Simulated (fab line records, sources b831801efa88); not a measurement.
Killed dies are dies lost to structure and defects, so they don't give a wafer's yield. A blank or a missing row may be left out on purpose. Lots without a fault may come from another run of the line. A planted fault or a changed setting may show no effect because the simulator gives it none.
One fault seen from 2 desks | flow gf180mcu | each desk has only its own numbers; what lay behind them comes last

THE TOOL OWNER'S DESK: litho_track-01
The tool's own readings at GF_M4_COAT_09 (resist thk 1000 nm): means of the sampled wafers that have a number, for each lot that ran on this tool. A lot is out of limits, marked OUT, if its mean lies more than 4 standard deviations from the usual mean; the brackets give that distance.
Columns: A = dispense_pressure_kPa at GF_M4_COAT_09, usual 48 kPa; B = resist_line_temp_C at GF_M4_COAT_09, usual 22.99 C
lot  | first seen here | A  | B
L725 | day 27 08:06    | 43 | 22.92
L727 | day 28 02:43    | 43 | 23.03
L729 | day 28 07:25    | 43 | 23.12
L728 | day 28 16:25    | 43 | 23.10
This desk's finding: nothing out of limits on any of the 4 lots.

THE METROLOGY DESK
What the gauges read, lot by lot, whatever tool the lot ran on: means of the sampled wafers that have a number. A lot is out of limits, marked OUT, if its mean lies more than 4 standard deviations from the usual mean; the brackets give that distance.
Columns: A = V3_W_RS at GF_V3_RS_MEAS_24, usual 0.329 ohm/sq; B = V3_W_THK at GF_V3_THK_MEAS_25, usual 353 nm; C = M4_ALCU_RS at GF_M4_RS_MEAS_05, usual 0.0692 ohm/sq; D = M4_ALCU_THK at GF_M4_THK_MEAS_06, usual 454 nm; E = cd_nm at GF_M4_CD_MEAS_14, usual 279.6 nm; F = M4_OVL at GF_M4_OVL_MEAS_15, usual 1 nm
lot  | first seen here | A     | B   | C      | D   | E     | F
L725 | day 26 21:11    | 0.326 | 352 | 0.0705 | 443 | 280.6 | -4
L727 | day 27 16:38    | 0.332 | 357 | 0.0695 | 453 | 280.1 | 9
L729 | day 27 20:50    | 0.329 | 350 | 0.0699 | 451 | 278.9 | 1
L728 | day 28 06:20    | 0.334 | 349 | 0.0690 | 458 | 279.6 | -6
L735 | day 29 11:46    | 0.327 | 351 | 0.0694 | 455 | 277.6 | -2
This desk's finding: nothing out of limits on any of the 5 lots.

PUT TOGETHER
The tool owner's desk saw nothing out of limits.
The metrology desk saw nothing out of limits.

WHAT THE SIMULATOR HAD PUT IN
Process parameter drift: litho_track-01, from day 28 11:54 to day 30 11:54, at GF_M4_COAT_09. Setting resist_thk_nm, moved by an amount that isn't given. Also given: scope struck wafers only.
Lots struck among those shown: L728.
